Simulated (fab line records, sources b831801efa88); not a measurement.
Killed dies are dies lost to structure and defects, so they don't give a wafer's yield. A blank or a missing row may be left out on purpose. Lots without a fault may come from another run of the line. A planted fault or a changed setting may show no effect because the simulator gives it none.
fab line records | flow gf180mcu | part 2 of 2: steps 29 to 38 of 38
record lots=5 wafers=15 last_day=34
route steps=602 shown VT_IMPLANT@120 MVSD@136 NWELL@137 LVPWELL@138 MVPSD@139 DUAL_GATE@141 POLY_GATE@157
lots that met no fault: from a run of the same line without faults
start_h: hours from the record's first day to the start of the lot's first wafer shown | wait_h: hours since the lot's step before | " the same as in the row above | L1.1+2: a row that stands for several wafers | - no value, or no start given | * or withheld: withheld | < > ~ a bound
route shown NAME@n: a module of which the file shows steps, and the number in the route of the first | usual: mean/standard deviation of fault-free wafers | same: alike in all rows | chamber/n: place in a boat | sites: the reading at each site | _std_site: their standard deviation | _edge_site: outer sites' mean less inner sites' | radius_mm: how far each site lies from the wafer's centre | mask NAME#n: copy n | behind: the tool/chamber that last shaped the wafer | hold: why the lot was held/for how many hours/how that ended | device: the transistor (n, p or np) that didn't switch | end of line: the same wafers' tests at the end of the route | a step without rows: its recipe alone | killed: dies lost to structure and defects at the first sort, not the wafer's yield | map: a wafer's dies, x killed, . not, _ none there
set.NAME: the setting as run; set.NAME@STEP: as run at that earlier step | model.NAME: the simulator's own value behind a step, which no gauge read
lots at some steps of the route; a table a step, a row a wafer
services: from which hour (start_h, from the record's first day; less than 0 if before it) a tool's chamber was out of use, for how many hours, and why
## steps
# step GF_DUAL_GATE_SOFTBAKE_07
# recipe temp_c=90 time_s=60 resist=NOVOLAK
# columns lot.wafer tool chamber start_h wait_h
L077.2+3+6 litho_track-03 0 191.10 0.1
L090.2+3+4 litho_track-03 0 277.90 0.1
L091.3+4+5 litho_track-03 0 283.72 0.1
L094.3+4+5 litho_track-01 0 305.81 0.1
L096.1+2+4 litho_track-04 0 319.34 0.1
# step GF_DUAL_GATE_EXPOSE_08
# recipe mask_id=Dualgate target_cd_nm=700 na=0.6 source_shape=conventional sigma_outer=0.6 dose_mj=140
# usual reticle_temp_C=22.99/0.1
# columns lot.wafer tool chamber start_h wait_h mask reticle_temp_C
L077.2 iline_stepper-01 0 - - Dualgate#0 22.99
L077.3 " 0 " " Dualgate#0 23.07
L077.6 " 0 " " Dualgate#0 23.07
L090.2 iline_stepper-01 0 - - Dualgate#0 23.00
L090.3 " 0 " " Dualgate#0 23.01
L090.4 " 0 " " Dualgate#0 23.06
L091.3 iline_stepper-01 0 - - Dualgate#0 23.01
L091.4 " 0 " " Dualgate#0 22.84
L091.5 " 0 " " Dualgate#0 23.05
L094.3 iline_stepper-02 0 - - Dualgate#0 23.07
L094.4 " 0 " " Dualgate#0 23.06
L094.5 " 0 " " Dualgate#0 22.86
L096.1 iline_stepper-02 0 - - Dualgate#0 22.95
L096.2 " 0 " " Dualgate#0 22.94
L096.4 " 0 " " Dualgate#0 22.87
# step GF_DUAL_GATE_PEB_09
# recipe temp_c=withheld time_s=* resist=NOVOLAK
# columns lot.wafer tool chamber start_h wait_h
L077.2+3+6 litho_track-03 0 - -
L090.2+3+4 litho_track-01 0 - -
L091.3+4+5 litho_track-04 0 - -
L094.3+4+5 litho_track-01 0 - -
L096.1+2+4 litho_track-03 0 - -
# step GF_DUAL_GATE_DEVELOP_10
# recipe develop_time_s=60 dev_temp_c=23
# columns lot.wafer tool chamber start_h wait_h
L077.2+3+6 litho_track-03 0 199.80 0.1
L090.2+3+4 litho_track-01 0 287.78 0.1
L091.3+4+5 litho_track-04 0 293.34 0.1
L094.3+4+5 litho_track-01 0 316.26 0.1
L096.1+2+4 litho_track-03 0 329.92 0.1
# step GF_DUAL_GATE_OVL_MEAS_11
# usual DUAL_GATE_OVL=1.4/1.5
# columns lot.wafer tool chamber start_h wait_h DUAL_GATE_OVL[nm]
L077.2 overlay-02 - 199.93 0.1 -0.4
L077.3 " - " " -0.2
L077.6 " - " " -0.3
L090.2 overlay-02 - 287.91 0.1 1.1
L090.3 " - " " 0.8
L090.4 " - " " 2.9
L091.3 overlay-01 - 293.46 0.1 2.2
L091.4 " - " " 1.0
L091.5 " - " " 1.2
L094.3 overlay-01 - 316.37 0.1 2.0
L094.4 " - " " 2.7
L094.5 " - " " 2.9
L096.1 overlay-02 - 330.07 0.1 0.4
L096.2 " - " " 0.6
L096.4 " - " " 1.5
# step GF_DUAL_GATE_WET_ETCH_12
# recipe chemistry=dHF target_depth_nm=13 dry=n2_spin target=SiO2 temp_c=25 dilution=100:1 time_s=260
# usual bath_heat_duty_pct=6.1/0.66
# columns lot.wafer tool chamber start_h wait_h bath_heat_duty_pct
L077.2 wet_bench-02 1 199.96 0.0 5.9
L077.3 " 1 " " 6.5
L077.6 " 1 " " 5.8
L090.2 wet_bench-01 3 287.94 0.0 5.9
L090.3 " 3 " " 5.4
L090.4 " 3 " " 5.4
L091.3 wet_bench-02 0 293.48 0.0 5.7
L091.4 " 0 " " 5.3
L091.5 " 0 " " 6.2
L094.3 wet_bench-02 1 316.39 0.0 5.9
L094.4 " 1 " " 5.7
L094.5 " 1 " " 6.0
L096.1 wet_bench-01 1 330.11 0.0 7.0
L096.2 " 1 " " 6.4
L096.4 " 1 " " 7.0
# step GF_DUAL_GATE_STRIP_13
# recipe chemistry=O2/N2 power_w=1400 pressure_mtorr=1500 platen_temp_c=250 o2_flow_sccm=3000 n2_flow_sccm=300 overash_fraction=0.5
# usual drypump_motor_current_A=5.8/0.48 heater_power_w=336/33 oes_product_au=0.716/0.0048 strip_time_to_endpoint_s=12.62/0.036
# columns lot.wafer tool chamber start_h wait_h drypump_motor_current_A heater_power_w oes_product_au rf_hours_counter_h strip_time_to_endpoint_s
L077.2 plasma_asher-01 0 200.05 0.0 5.1 282 0.726 55 12.63
L077.3 " 1 " " 6.4 384 0.719 - 12.66
L077.6 " 0 " " 5.1 286 0.717 - 12.64
L090.2 plasma_asher-04 0 288.03 0.0 5.4 369 0.719 48 12.60
L090.3 " 1 " " 5.5 334 0.709 - 12.62
L090.4 " 0 " " 5.4 368 0.716 - 12.65
L091.3 plasma_asher-02 0 293.59 0.0 6.1 342 0.712 - 12.56
L091.4 " 1 " " 6.0 323 0.704 - 12.59
L091.5 " 1 " " 6.0 328 0.719 - 12.58
L094.3 plasma_asher-02 0 316.51 0.0 6.0 334 0.713 - 12.60
L094.4 " 1 " " 5.9 331 0.723 - 12.59
L094.5 " 0 " " 6.1 337 0.723 - 12.61
L096.1 plasma_asher-02 0 330.19 0.0 6.1 335 0.715 69 12.63
L096.2 " 1 " " 5.9 329 0.720 69 12.67
L096.4 " 1 " " 5.9 336 0.716 - 12.63
# step GF_DUAL_GATE_CLEAN_14
# recipe chemistry=SC1/SC2 mix=1:4:20 temp_c=70 time_s=150 dry=n2_spin
# usual bath_heat_duty_pct=13.3/0.85
# columns lot.wafer tool chamber start_h wait_h bath_heat_duty_pct
L077.2 wet_bench-04 0 200.15 0.1 12.5
L077.3 " 0 " " 12.9
L077.6 " 0 " " 13.5
L090.2 wet_bench-04 3 288.13 0.1 12.7
L090.3 " 3 " " 11.9
L090.4 " 3 " " 12.6
L091.3 wet_bench-01 0 293.66 0.0 14.7
L091.4 " 0 " " 14.7
L091.5 " 0 " " 14.1
L094.3 wet_bench-04 1 316.57 0.0 13.4
L094.4 " 1 " " 13.3
L094.5 " 1 " " 12.7
L096.1 wet_bench-04 3 330.29 0.1 13.9
L096.2 " 3 " " 12.7
L096.4 " 3 " " 13.1
# step GF_DUAL_GATE_OXIDATION_15
# recipe temp_c=850 ambient=O2 stabilise_s=600 purge_s=300 target_thk_a=70.98 ox_time_s=1995
# usual spike_tc_upper_C=849.8/1.6 zone_power_upper_pct=17.1/1.2
# columns lot.wafer tool chamber start_h wait_h spike_tc_upper_C zone_power_upper_pct
L077.2 furnace-02 0 200.92 0.7 852.2 18.0
L077.3 " 0 " " 852.2 17.9
L077.6 " 0 " " 851.2 18.4
L090.2 furnace-01 0 288.18 0.0 846.1 15.7
L090.3 " 0 " " 848.7 15.7
L090.4 " 0 " " 847.3 15.6
L091.3 furnace-02 0 293.72 0.0 849.3 18.1
L091.4 " 0 " " 850.3 18.1
L091.5 " 0 " " 850.8 18.1
L094.3 furnace-02 0 316.62 0.0 850.5 18.3
L094.4 " 0 " " 848.8 17.9
L094.5 " 0 " " 851.1 18.0
L096.1 furnace-02 0 330.67 0.3 849.2 18.5
L096.2 " 0 " " 850.0 18.2
L096.4 " 0 " " 850.7 18.4
# step GF_POLY_GATE_CVD_00
# recipe material=poly-Si target_thk_nm=200 temp_c=620 time_s=1200 pressure_mtorr=200
# usual spike_tc_upper_C=619.8/1.2 zone_power_upper_pct=9.2/0.62
# columns lot.wafer tool chamber start_h wait_h spike_tc_upper_C zone_power_upper_pct
L077.2 lpcvd-01 1 202.48 0.0 619.8 9.6
L077.3 " 1 " " 619.4 9.6
L077.6 " 1 " " 618.2 9.5
L090.2 lpcvd-01 0 289.74 0.0 621.1 8.2
L090.3 " 0 " " 618.7 8.2
L090.4 " 0 " " 618.9 8.2
L091.3 lpcvd-01 0 295.27 0.0 619.8 8.1
L091.4 " 0 " " 618.7 8.1
L091.5 " 0 " " 618.6 8.2
L094.3 lpcvd-01 1 318.18 0.0 620.4 9.7
L094.4 " 1 " " 620.3 9.6
L094.5 " 1 " " 619.9 9.8
L096.1 lpcvd-02 0 332.23 0.0 621.0 9.7
L096.2 " 0 " " 620.1 9.6
L096.4 " 0 " " 622.6 9.6
## services
# columns tool chamber start_h hours kind
furnace-01 - 150.49 15.0 pm
wet_bench-01 - 152.66 1.6 repair
furnace-01 - 165.45 4.2 pm
wet_bench-04 - 165.78 1.0 repair
implanter-04 - 173.76 2.2 repair
implanter-04 - 177.47 2.0 repair
iline_stepper-02 - 178.74 7.2 repair
furnace-02 - 179.27 3.5 pm
plasma_asher-03 - 187.30 0.8 repair
implanter-04 - 199.53 3.0 repair
implanter-04 - 202.48 19.6 repair
implanter-04 - 222.03 4.3 pm
iline_stepper-01 - 224.33 4.6 repair
lpcvd-01 - 238.47 3.3 repair
implanter-04 - 242.14 2.9 pm
lpcvd-01 - 253.81 17.2 pm
iline_stepper-02 - 263.18 1.7 pm
wet_bench-01 - 266.20 0.7 repair
lpcvd-01 - 271.01 2.8 pm
furnace-02 - 291.51 1.0 pm
plasma_asher-02 - 297.49 18.7 repair
wet_bench-04 - 304.90 1.9 pm
plasma_asher-03 - 307.52 3.5 repair
iline_stepper-02 - 328.69 2.1 pm
